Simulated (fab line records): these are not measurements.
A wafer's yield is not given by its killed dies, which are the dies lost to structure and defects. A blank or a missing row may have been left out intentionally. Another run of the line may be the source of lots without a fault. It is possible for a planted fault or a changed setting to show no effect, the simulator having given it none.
fab line records ; flow gf180mcu ; part 1 of 2: steps 1 to 42 of 43
[record] lots = 7; wafers = 21; last-day = 34
route steps=602 shown STI@12 DNWELL@32 NWELL@42 PASSIVATION@602
lots that met no fault: taken from a fault-free run of the same line
start-h: the number of hours between the record's first day and the start of the first shown wafer of the lot ; wait-h: hours since the lot's step before ; " same as the row above ; L1.1+2: one row covering several wafers at once ; - either no value or no given start ; * or withheld: withheld ; < > ~ a bound
route shown NAME@n: names a module that has steps shown in the file, with the first one's number in the route ; usual: mean/standard deviation taken from wafers without a fault ; same: alike in all rows ; chamber/n: place in a boat ; sites: each site's reading ; _std_site: the standard deviation of these ; _edge_site: mean of outer sites minus mean of inner sites ; radius-mm: for every site, how far away it sits from the centre of the wafer ; mask NAME#n: copy n ; behind: the most recent tool/chamber to have shaped the wafer ; hold: cause of the lot's hold/its duration in hours/its outcome ; device: the n, p or np transistor that did not switch ; end of line: tests of these same wafers at the route's end ; a step without rows: its recipe alone ; killed: dies lost to structure and defects at the first sort, not the wafer's yield ; map: per-die view of a wafer (x killed, . not killed, _ where there is no die)
set.NAME: the setting the step ran with; set.NAME@STEP: the setting that earlier step ran with ; model.NAME: the simulator's own value behind a step, which no gauge read
a table for each step, a row for each wafer; lots at some steps of the route
services: a tool's chamber out of use, with start hour (start-h, from the record's first day; less than 0 if before it), hours out, and reason
[[steps]]
[step GF_STI_DEVELOP_11]
[recipe] develop-time-s = 60; dev-temp-c = 21
[step GF_STI_CD_MEAS_12]
[recipe] target-cd-nm = 220
[usual] cd-nm = 220.0/1.2
lot.wafer;tool;chamber;start-h;wait-h;cd-nm
L532.1;cd-sem-02;-;28.78;0.1;219.9
L532.2;cd-sem-02;-;28.78;0.1;220.6
L532.5;cd-sem-02;-;28.78;0.1;218.7
L534.1;cd-sem-01;-;35.66;0.1;222.1
L534.2;cd-sem-01;-;35.66;0.1;221.6
L534.3;cd-sem-01;-;35.66;0.1;221.3
L537.2;cd-sem-02;-;50.85;0.1;222.5
L537.5;cd-sem-02;-;50.85;0.1;220.9
L537.6;cd-sem-02;-;50.85;0.1;220.9
L538.1;cd-sem-01;-;56.66;0.1;221.1
L538.3;cd-sem-01;-;56.66;0.1;220.6
L538.6;cd-sem-01;-;56.66;0.1;220.6
L540.3;cd-sem-02;-;66.47;0.1;220.0
L540.4;cd-sem-02;-;66.47;0.1;220.7
L540.5;cd-sem-02;-;66.47;0.1;219.7
L550.2;cd-sem-02;-;117.84;0.1;218.2
L550.4;cd-sem-02;-;117.84;0.1;219.3
L550.6;cd-sem-02;-;117.84;0.1;218.9
L553.2;cd-sem-02;-;136.39;0.1;219.0
L553.4;cd-sem-02;-;136.39;0.1;220.9
L553.6;cd-sem-02;-;136.39;0.1;220.5
[step GF_STI_ETCH_13]
[recipe] chemistry = CHF3/O2; stop-on = Si; over-etch-frac = 0.3; target-depth-a = 2823.1; source-w = 600; bias-w = 200; pressure-mtorr = 40; chf3-flow-sccm = 50; O2_flow_sccm = 5; time-s = 112.9
[usual] drypump-motor-current-A = 5.8/0.58; oes-product-au = 0.832/0.0062; throttle-valve-pct = 8.810/0.01
lot.wafer;tool;chamber;start-h;wait-h;drypump-motor-current-A;oes-product-au;rf-hours-counter-h;throttle-valve-pct
L532.1;rie-diel-02;3;28.90;0.1;5.4;0.832;64;8.823
L532.2;rie-diel-02;0;28.90;0.1;6.3;0.830;29;8.796
L532.5;rie-diel-02;0;28.90;0.1;6.3;0.828;-;8.804
L534.1;rie-diel-02;2;35.78;0.1;5.0;0.835;147;8.819
L534.2;rie-diel-02;0;35.78;0.1;6.3;0.831;29;8.811
L534.3;rie-diel-02;3;35.78;0.1;5.4;0.820;64;8.815
L537.2;rie-diel-02;3;50.95;0.1;5.4;0.826;65;8.824
L537.5;rie-diel-02;0;50.95;0.1;6.3;0.823;-;8.797
L537.6;rie-diel-02;3;50.95;0.1;5.4;0.827;-;8.803
L538.1;rie-diel-01;2;56.78;0.1;6.1;0.828;5;8.815
L538.3;rie-diel-01;0;56.78;0.1;6.4;0.827;35;8.794
L538.6;rie-diel-01;1;56.78;0.1;6.5;0.831;-;8.812
L540.3;rie-diel-04;0;66.55;0.1;5.0;0.825;85;8.805
L540.4;rie-diel-04;3;66.55;0.1;6.4;0.836;47;8.812
L540.5;rie-diel-04;1;66.55;0.1;6.6;0.829;-;8.810
L550.2;rie-diel-04;0;117.94;0.1;5.0;0.835;86;8.813
L550.4;rie-diel-04;2;117.94;0.1;6.1;0.829;10;8.795
L550.6;rie-diel-04;1;117.94;0.1;6.6;0.834;-;8.798
L553.2;rie-diel-02;1;136.49;0.1;5.1;0.830;38;8.805
L553.4;rie-diel-02;0;136.49;0.1;6.3;0.848;32;8.808
L553.6;rie-diel-02;2;136.49;0.1;5.0;0.834;-;8.807
[step GF_STI_ETCH_14]
[recipe] target = Si; chemistry = HBr/Cl2/O2; target-depth-nm = 360; icp-w = 600; bias-w = 150; pressure-mtorr = 15; HBr_flow_sccm = 150; Cl2_flow_sccm = 40; O2_flow_sccm = 6; time-s = 102.9
[usual] drypump-motor-current-A = 5.7/0.46; oes-product-au = 0.997/0.009; throttle-valve-pct = 25.660/0.009
lot.wafer;tool;chamber;start-h;wait-h;drypump-motor-current-A;oes-product-au;rf-hours-counter-h;throttle-valve-pct
L532.1;rie-si-01;3;28.98;0.0;6.2;0.996;6;25.653
L532.2;rie-si-01;0;28.98;0.0;5.2;0.991;145;25.676
L532.5;rie-si-01;2;28.98;0.0;5.2;0.997;-;25.677
L534.1;rie-si-02;1;35.86;0.0;5.1;1.002;27;25.662
L534.2;rie-si-02;0;35.86;0.0;6.4;1.020;112;25.639
L534.3;rie-si-02;3;35.86;0.0;5.7;0.998;2;25.650
L537.2;rie-si-01;2;51.03;0.0;5.2;1.002;2;25.660
L537.5;rie-si-01;1;51.03;0.0;5.8;1.013;-;25.643
L537.6;rie-si-01;2;51.03;0.0;5.2;0.998;-;25.658
L538.1;rie-si-01;0;56.85;0.0;5.2;1.002;145;25.661
L538.3;rie-si-01;1;56.85;0.0;5.8;1.002;1;25.653
L538.6;rie-si-01;3;56.85;0.0;6.2;1.015;-;25.648
L540.3;rie-si-02;0;66.63;0.0;6.4;0.996;113;25.662
L540.4;rie-si-02;3;66.63;0.0;5.7;0.981;-;25.664
L540.5;rie-si-02;2;66.63;0.0;5.5;0.992;-;25.664
L550.2;rie-si-02;1;118.02;0.0;5.1;0.994;28;25.677
L550.4;rie-si-02;0;118.02;0.0;6.4;1.000;113;25.645
L550.6;rie-si-02;2;118.02;0.0;5.5;0.986;-;25.682
L553.2;rie-si-02;0;136.57;0.0;6.4;0.994;114;25.664
L553.4;rie-si-02;3;136.57;0.0;5.7;0.997;3;25.651
L553.6;rie-si-02;3;136.57;0.0;5.7;0.997;-;25.679
[step GF_STI_STRIP_15]
[recipe] chemistry = O2/N2; power-w = 1400; pressure-mtorr = 1500; platen-temp-c = 250; o2-flow-sccm = 3000; n2-flow-sccm = 300; overash-fraction = 0.5
[step GF_STI_CLEAN_16]
[recipe] chemistry = dHF; time-s = 25; dilution = 100:1
[step GF_STI_WET_ETCH_17]
[recipe] chemistry = H3PO4; target-depth-nm = 45; temp-c = 160; target = Si3N4; time-s = 514
[step GF_STI_CLEAN_18]
[recipe] chemistry = SC1/SC2; mix = 1:4:20; temp-c = 70; time-s = 150
[step GF_STI_CLEAN_19]
[recipe] chemistry = dHF; time-s = 20; dilution = 100:1
[step GF_STI_WET_ETCH_20]
[recipe] chemistry = dHF; dilution = 100:1; target-depth-nm = 20; temp-c = 25; dry = ipa-marangoni; target = SiO2; time-s = 400
[step GF_STI_OXIDATION_21]
[recipe] temp-c = 1000; ambient = O2; stabilise-s = 600; purge-s = 300; target-thk-a = 150; ox-time-s = 458
[step GF_STI_THK_MEAS_22]
[recipe] reads = SiO2_of_STI_OXIDATION_21
[usual] STI_OXIDATION_01_THK = 14.94/0.26
lot.wafer;tool;chamber;start-h;wait-h;STI_OXIDATION_01_THK[nm]
L532.1;film-metro-01;-;30.63;0.0;14.77
L532.2;film-metro-01;-;30.63;0.0;14.88
L532.5;film-metro-01;-;30.63;0.0;14.72
L534.1;film-metro-01;-;37.86;0.0;14.83
L534.2;film-metro-01;-;37.86;0.0;14.90
L534.3;film-metro-01;-;37.86;0.0;14.82
L537.2;film-metro-03;-;52.73;0.0;15.31
L537.5;film-metro-03;-;52.73;0.0;14.96
L537.6;film-metro-03;-;52.73;0.0;15.30
L538.1;film-metro-02;-;58.53;0.0;14.62
L538.3;film-metro-02;-;58.53;0.0;14.72
L538.6;film-metro-02;-;58.53;0.0;14.63
L540.3;film-metro-02;-;68.30;0.0;14.46
L540.4;film-metro-02;-;68.30;0.0;14.60
L540.5;film-metro-02;-;68.30;0.0;14.64
L550.2;film-metro-01;-;120.36;0.0;14.85
L550.4;film-metro-01;-;120.36;0.0;15.17
L550.6;film-metro-01;-;120.36;0.0;15.35
L553.2;film-metro-03;-;138.26;0.0;15.00
L553.4;film-metro-03;-;138.26;0.0;15.15
L553.6;film-metro-03;-;138.26;0.0;14.99
[step GF_STI_CVD_23]
[recipe] material = SiO2; target-thk-nm = 650; sigma-open-frac = 0.3; time-s = 108.3; temp-c = 600; sih4-flow-sccm = 60; pressure-mtorr = 6
[usual] pressure-mtorr = 6.001/0.012
lot.wafer;tool;chamber;start-h;wait-h;pressure-mtorr
L532.1;hdpcvd-02;1;30.69;0.1;5.990
L532.2;hdpcvd-02;2;30.69;0.1;5.995
L532.5;hdpcvd-02;1;30.69;0.1;5.987
L534.1;hdpcvd-02;0;37.92;0.1;5.985
L534.2;hdpcvd-02;1;37.92;0.1;6.003
L534.3;hdpcvd-02;2;37.92;0.1;6.031
L537.2;hdpcvd-02;2;52.78;0.0;5.989
L537.5;hdpcvd-02;0;52.78;0.0;6.006
L537.6;hdpcvd-02;1;52.78;0.0;6.009
L538.1;hdpcvd-02;1;58.59;0.1;5.991
L538.3;hdpcvd-02;2;58.59;0.1;5.969
L538.6;hdpcvd-02;1;58.59;0.1;5.996
L540.3;hdpcvd-02;2;68.34;0.0;5.994
L540.4;hdpcvd-02;2;68.34;0.0;6.008
L540.5;hdpcvd-02;0;68.34;0.0;5.992
L550.2;hdpcvd-02;2;120.41;0.0;6.017
L550.4;hdpcvd-02;1;120.41;0.0;6.009
L550.6;hdpcvd-02;2;120.41;0.0;6.016
L553.2;hdpcvd-01;2;138.31;0.0;6.030
L553.4;hdpcvd-01;2;138.31;0.0;6.021
L553.6;hdpcvd-01;0;138.31;0.0;5.995
[step GF_STI_THK_MEAS_24]
[recipe] reads = SiO2_of_STI_CVD_23
[usual] STI_CVD_23_THK = 647/7.5
lot.wafer;tool;chamber;start-h;wait-h;STI_CVD_23_THK[nm]
L532.1;film-metro-02;-;30.77;0.0;651
L532.2;film-metro-02;-;30.77;0.0;653
L532.5;film-metro-02;-;30.77;0.0;651
L534.1;film-metro-03;-;38.00;0.0;645
L534.2;film-metro-03;-;38.00;0.0;650
L534.3;film-metro-03;-;38.00;0.0;655
L537.2;film-metro-03;-;52.87;0.0;639
L537.5;film-metro-03;-;52.87;0.0;642
L537.6;film-metro-03;-;52.87;0.0;643
L538.1;film-metro-01;-;58.70;0.1;636
L538.3;film-metro-01;-;58.70;0.1;650
L538.6;film-metro-01;-;58.70;0.1;649
L540.3;film-metro-02;-;68.43;0.1;648
L540.4;film-metro-02;-;68.43;0.1;651
L540.5;film-metro-02;-;68.43;0.1;637
L550.2;film-metro-01;-;120.50;0.0;660
L550.4;film-metro-01;-;120.50;0.0;655
L550.6;film-metro-01;-;120.50;0.0;655
L553.2;film-metro-03;-;138.40;0.0;634
L553.4;film-metro-03;-;138.40;0.0;639
L553.6;film-metro-03;-;138.40;0.0;638
[step GF_STI_CMP_25]
[recipe] stop-on = Si3N4; t-overpolish-s = 33; down-force-psi = 4; platen-rpm = 60; target-thk-nm = 524.6; pad-velocity-m-s = 0.94248
[usual] motor-current-A = 12.2/1; overpolish-run-s = 33.000/0.0092; slurry-filter-dp-kPa = 13.51/0.13; time-to-endpoint-s = 126/5.4
[same] t-overpolish-s = 33
lot.wafer;tool;chamber;start-h;wait-h;motor-current-A;overpolish-run-s;slurry-filter-dp-kPa;time-to-endpoint-s
L532.2;cmp-01;0;30.88;0.1;12.6;32.996;13.35;124
L532.1;cmp-01;2;30.88;0.1;13.7;33.010;13.54;132
L532.5;cmp-01;0;30.88;0.1;12.4;33.000;13.64;126
L534.2;cmp-02;3;38.06;0.0;11.7;32.982;13.37;130
L534.1;cmp-02;1;38.06;0.0;10.7;33.014;13.49;115
L534.3;cmp-02;2;38.06;0.0;12.2;32.990;13.56;122
L537.2;cmp-02;2;53.14;0.3;11.3;33.003;13.26;120
L537.5;cmp-02;1;53.14;0.3;10.6;33.012;13.57;118
L537.6;cmp-02;2;53.14;0.3;11.0;33.003;13.39;126
L538.3;cmp-01;2;58.76;0.0;13.2;33.004;13.61;127
L538.1;cmp-01;3;58.76;0.0;13.2;32.989;13.51;131
L538.6;cmp-01;3;58.76;0.0;13.4;33.012;13.83;129
L540.4;cmp-01;0;68.47;0.0;13.3;33.002;13.59;124
L540.3;cmp-01;1;68.47;0.0;13.4;33.000;13.60;124
L540.5;cmp-01;0;68.47;0.0;12.4;32.998;13.56;120
L550.2;cmp-01;1;120.55;0.0;12.8;32.990;13.62;122
L550.4;cmp-01;3;120.55;0.0;15.1;32.980;13.57;129
L550.6;cmp-01;2;120.55;0.0;12.5;32.993;13.79;124
L553.2;cmp-01;2;138.45;0.0;13.6;32.990;13.33;123
L553.4;cmp-01;0;138.45;0.0;13.2;32.992;13.60;121
L553.6;cmp-01;3;138.45;0.0;13.6;32.991;13.58;125
[step GF_STI_WET_ETCH_26]
[recipe] chemistry = dHF; target-depth-nm = 94; target = SiO2; temp-c = 25; dilution = 10:1; time-s = 188
[step GF_STI_WET_ETCH_27]
[recipe] chemistry = H3PO4; target-depth-nm = 160; target = Si3N4; temp-c = 160; time-s = 1825
[step GF_STI_WET_ETCH_28]
[recipe] chemistry = dHF; target-depth-nm = 20; dry = ipa-marangoni; target = SiO2; temp-c = 25; dilution = 10:1; time-s = 40
[step GF_STI_OXIDATION_29]
[recipe] temp-c = 900; ambient = O2; stabilise-s = 600; purge-s = 300; target-thk-a = 100; ox-time-s = 1418
[step GF_STI_THK_MEAS_30]
[recipe] reads = SiO2_of_STI_OXIDATION_29
[usual] STI_OXIDATION_02_THK = 9.97/0.17
lot.wafer;tool;chamber;start-h;wait-h;STI_OXIDATION_02_THK[nm]
L532.1;film-metro-03;-;33.12;0.0;10.12
L532.2;film-metro-03;-;33.12;0.0;10.05
L532.5;film-metro-03;-;33.12;0.0;10.09
L534.1;film-metro-01;-;40.51;0.0;9.82
L534.2;film-metro-01;-;40.51;0.0;9.82
L534.3;film-metro-01;-;40.51;0.0;9.82
L537.2;film-metro-01;-;55.67;0.0;9.75
L537.5;film-metro-01;-;55.67;0.0;9.79
L537.6;film-metro-01;-;55.67;0.0;9.80
L538.1;film-metro-02;-;61.11;0.0;10.04
L538.3;film-metro-02;-;61.11;0.0;9.98
L538.6;film-metro-02;-;61.11;0.0;9.78
L540.3;film-metro-03;-;71.30;0.0;10.27
L540.4;film-metro-03;-;71.30;0.0;10.16
L540.5;film-metro-03;-;71.30;0.0;10.36
L550.2;film-metro-03;-;123.65;0.0;9.90
L550.4;film-metro-03;-;123.65;0.0;9.87
L550.6;film-metro-03;-;123.65;0.0;9.87
L553.2;film-metro-03;-;140.81;0.0;9.91
L553.4;film-metro-03;-;140.81;0.0;10.12
L553.6;film-metro-03;-;140.81;0.0;10.05
[step GF_DNWELL_DEHYDRATE_00]
[recipe] temp-c = 200; time-s = 60
[step GF_DNWELL_HMDS_01]
[recipe] prime-time-s = 60; prime-temp-c = 120
[step GF_DNWELL_COAT_02]
[recipe] spin-rpm = 2000; resist-thk-nm = 3000
[step GF_DNWELL_SOFTBAKE_03]
[recipe] temp-c = 110; time-s = withheld
[step GF_DNWELL_EXPOSE_04]
[recipe] mask-id = DNWELL; target-cd-nm = 1700; na = 0.6; source-shape = conventional; sigma-outer = 0.6; dose-mj = 260
[step GF_DNWELL_PEB_05]
[recipe] temp-c = 115; time-s = withheld
[step GF_DNWELL_DEVELOP_06]
[recipe] wall-angle-deg = 90; develop-time-s = 60; dev-temp-c = 23
[step GF_DNWELL_IMPLANT_07]
[recipe] species = P; energy-kev = 1500; dose-cm2 = 1e+13; tilt-deg = 0
[step GF_DNWELL_STRIP_08]
[recipe] chemistry = O2/N2; power-w = 1400; pressure-mtorr = 1500; platen-temp-c = 250; o2-flow-sccm = 3000; n2-flow-sccm = 300; overash-fraction = 0.5
[usual] drypump-motor-current-A = 6.00/0.26; heater-power-w = 363/13; oes-product-au = 0.722/0.0041; strip-time-to-endpoint-s = 37.05/0.12
lot.wafer;tool;chamber;start-h;wait-h;drypump-motor-current-A;heater-power-w;oes-product-au;rf-hours-counter-h;strip-time-to-endpoint-s
L532.1;plasma-asher-03;0;44.70;0.1;5.73;350;0.721;18;37.01
L532.2;plasma-asher-03;1;44.70;0.1;6.25;349;0.723;18;36.98
L532.5;plasma-asher-03;1;44.70;0.1;6.27;345;0.721;-;36.99
L534.1;plasma-asher-01;0;53.10;0.1;5.99;376;0.718;44;37.11
L534.2;plasma-asher-01;1;53.10;0.1;6.30;355;0.716;44;36.99
L534.3;plasma-asher-01;0;53.10;0.1;5.96;376;0.723;-;37.03
L537.2;plasma-asher-01;0;68.70;0.1;5.97;371;0.727;46;36.95
L537.5;plasma-asher-01;0;68.70;0.1;5.97;368;0.721;-;36.98
L537.6;plasma-asher-01;1;68.70;0.1;6.29;355;0.727;-;36.98
L538.1;plasma-asher-01;1;74.12;0.1;6.30;369;0.725;46;37.29
L538.3;plasma-asher-01;0;74.12;0.1;5.98;380;0.715;-;37.15
L538.6;plasma-asher-01;1;74.12;0.1;6.28;359;0.726;-;37.22
L540.3;plasma-asher-03;1;85.14;0.1;6.24;349;0.721;-;37.09
L540.4;plasma-asher-03;0;85.14;0.1;5.72;363;0.722;-;36.99
L540.5;plasma-asher-03;1;85.14;0.1;6.23;357;0.729;-;37.13
L550.2;plasma-asher-04;1;138.40;0.1;5.58;361;0.713;2;37.01
L550.4;plasma-asher-04;1;138.40;0.1;5.58;373;0.723;-;36.95
L550.6;plasma-asher-04;1;138.40;0.1;5.60;363;0.721;-;36.93
L553.2;plasma-asher-03;1;156.50;0.1;6.26;351;0.720;30;37.12
L553.4;plasma-asher-03;0;156.50;0.1;5.71;359;0.723;-;37.08
L553.6;plasma-asher-03;0;156.50;0.1;5.71;356;0.716;-;37.13
[step GF_DNWELL_TW_MEAS_09]
[usual] DNWELL_TW = 1345/10
lot.wafer;tool;chamber;start-h;wait-h;DNWELL_TW
L532.1;film-metro-03;-;44.80;0.1;1329
L532.2;film-metro-03;-;44.80;0.1;1327
L532.5;film-metro-03;-;44.80;0.1;1325
L534.1;film-metro-04;-;53.20;0.1;1355
L534.2;film-metro-04;-;53.20;0.1;1356
L534.3;film-metro-04;-;53.20;0.1;1357
L537.2;film-metro-03;-;68.81;0.1;1333
L537.5;film-metro-03;-;68.81;0.1;1348
L537.6;film-metro-03;-;68.81;0.1;1339
L538.1;film-metro-04;-;74.22;0.1;1357
L538.3;film-metro-04;-;74.22;0.1;1354
L538.6;film-metro-04;-;74.22;0.1;1351
L540.3;film-metro-04;-;85.22;0.1;1356
L540.4;film-metro-04;-;85.22;0.1;1354
L540.5;film-metro-04;-;85.22;0.1;1354
L550.2;film-metro-02;-;138.51;0.1;1329
L550.4;film-metro-02;-;138.51;0.1;1330
L550.6;film-metro-02;-;138.51;0.1;1328
L553.2;film-metro-02;-;156.61;0.1;1353
L553.4;film-metro-02;-;156.61;0.1;1351
L553.6;film-metro-02;-;156.61;0.1;1349
[step GF_NWELL_DEHYDRATE_00]
[recipe] temp-c = 200; time-s = 60
[step GF_NWELL_HMDS_01]
[recipe] prime-time-s = 60; prime-temp-c = 120
[step GF_NWELL_COAT_02]
[recipe] spin-rpm = 2000; resist-thk-nm = 3000
[step GF_NWELL_SOFTBAKE_03]
[recipe] temp-c = 110; time-s = withheld
[step GF_NWELL_EXPOSE_04]
[recipe] mask-id = Nwell; target-cd-nm = 860; na = 0.6; source-shape = conventional; sigma-outer = 0.6; dose-mj = 260
[step GF_NWELL_PEB_05]
[recipe] temp-c = 115; time-s = withheld
[step GF_NWELL_DEVELOP_06]
[recipe] wall-angle-deg = 90; develop-time-s = 60; dev-temp-c = 23
[step GF_NWELL_OVL_MEAS_07]
[usual] NWELL_OVL = -0.1/1.3
lot.wafer;tool;chamber;start-h;wait-h;NWELL_OVL[nm]
L532.1;overlay-01;-;57.65;-;-1.5
L532.2;overlay-01;-;57.65;-;-1.9
L532.5;overlay-01;-;57.65;-;-0.2
L534.1;overlay-01;-;66.31;-;-0.5
L534.2;overlay-01;-;66.31;-;1.7
L534.3;overlay-01;-;66.31;-;0.3
L537.2;overlay-02;-;82.61;-;1.8
L537.5;overlay-02;-;82.61;-;0.9
L537.6;overlay-02;-;82.61;-;-0.8
L538.1;overlay-02;-;87.75;-;0.3
L538.3;overlay-02;-;87.75;-;-1.2
L538.6;overlay-02;-;87.75;-;-1.1
L540.3;overlay-02;-;99.22;-;-1.0
L540.4;overlay-02;-;99.22;-;-0.3
L540.5;overlay-02;-;99.22;-;-0.3
L550.2;overlay-01;-;154.21;-;-0.6
L550.4;overlay-01;-;154.21;-;0.6
L550.6;overlay-01;-;154.21;-;0.7
L553.2;overlay-02;-;172.26;-;0.1
L553.4;overlay-02;-;172.26;-;-0.4
L553.6;overlay-02;-;172.26;-;-1.6
[step GF_NWELL_IMPLANT_08]
[recipe] species = P; energy-kev = 450; dose-cm2 = 1.5e+13; tilt-deg = 0
[step GF_NWELL_IMPLANT_09]
[recipe] species = P; energy-kev = 160; dose-cm2 = 4e+12; tilt-deg = 0
[step GF_NWELL_STRIP_10]
[recipe] chemistry = O2/N2; power-w = 1400; pressure-mtorr = 1500; platen-temp-c = 250; o2-flow-sccm = 3000; n2-flow-sccm = 300; overash-fraction = 0.5
[usual] drypump-motor-current-A = 5.92/0.27; heater-power-w = 360/29; oes-product-au = 0.722/0.0049; strip-time-to-endpoint-s = 36.99/0.12
lot.wafer;tool;chamber;start-h;wait-h;drypump-motor-current-A;heater-power-w;oes-product-au;rf-hours-counter-h;strip-time-to-endpoint-s
L532.1;plasma-asher-02;1;57.99;0.1;5.61;376;0.717;43;37.10
L532.2;plasma-asher-02;0;57.99;0.1;6.14;297;0.712;43;37.21
L532.5;plasma-asher-02;1;57.99;0.1;5.63;372;0.728;-;37.21
L534.1;plasma-asher-01;0;66.64;0.1;5.99;374;0.725;45;37.15
L534.2;plasma-asher-01;1;66.64;0.1;6.27;373;0.709;45;37.00
L534.3;plasma-asher-01;0;66.64;0.1;5.98;380;0.725;-;37.04
L537.2;plasma-asher-04;0;82.94;0.1;6.12;380;0.722;43;36.87
L537.5;plasma-asher-04;1;82.94;0.1;5.58;350;0.715;-;36.91
L537.6;plasma-asher-04;0;82.94;0.1;6.12;385;0.725;-;36.73
L538.1;plasma-asher-04;1;88.09;0.1;5.58;360;0.724;43;37.24
L538.3;plasma-asher-04;0;88.09;0.1;6.17;381;0.718;-;37.21
L538.6;plasma-asher-04;0;88.09;0.1;6.14;389;0.725;-;37.16
L540.3;plasma-asher-04;1;99.57;0.1;5.58;351;0.725;-;37.17
L540.4;plasma-asher-04;0;99.57;0.1;6.11;386;0.720;-;37.14
L540.5;plasma-asher-04;1;99.57;0.1;5.59;352;0.718;-;37.13
L550.2;plasma-asher-04;0;154.54;0.1;6.15;387;0.717;4;36.89
L550.4;plasma-asher-04;0;154.54;0.1;6.12;383;0.722;-;36.87
L550.6;plasma-asher-04;0;154.54;0.1;6.15;395;0.725;-;36.90
L553.2;plasma-asher-04;1;172.59;0.1;5.56;356;0.728;6;36.84
L553.4;plasma-asher-04;0;172.59;0.1;6.11;391;0.719;-;36.97
L553.6;plasma-asher-04;1;172.59;0.1;5.59;372;0.723;-;36.86
[step GF_NWELL_TW_MEAS_11]
[usual] NWELL_TW = 1568/9.9
lot.wafer;tool;chamber;start-h;wait-h;NWELL_TW
L532.1;film-metro-04;-;58.09;0.1;1572
L532.2;film-metro-04;-;58.09;0.1;1581
L532.5;film-metro-04;-;58.09;0.1;1568
L534.1;film-metro-02;-;66.74;0.1;1572
L534.2;film-metro-02;-;66.74;0.1;1570
L534.3;film-metro-02;-;66.74;0.1;1568
L537.2;film-metro-04;-;83.05;0.1;1581
L537.5;film-metro-04;-;83.05;0.1;1572
L537.6;film-metro-04;-;83.05;0.1;1575
L538.1;film-metro-04;-;88.19;0.1;1583
L538.3;film-metro-04;-;88.19;0.1;1574
L538.6;film-metro-04;-;88.19;0.1;1591
L540.3;film-metro-04;-;99.66;0.1;1573
L540.4;film-metro-04;-;99.66;0.1;1586
L540.5;film-metro-04;-;99.66;0.1;1570
L550.2;film-metro-04;-;154.65;0.1;1582
L550.4;film-metro-04;-;154.65;0.1;1583
L550.6;film-metro-04;-;154.65;0.1;1579
L553.2;film-metro-02;-;172.70;0.1;1567
L553.4;film-metro-02;-;172.70;0.1;1559
L553.6;film-metro-02;-;172.70;0.1;1573
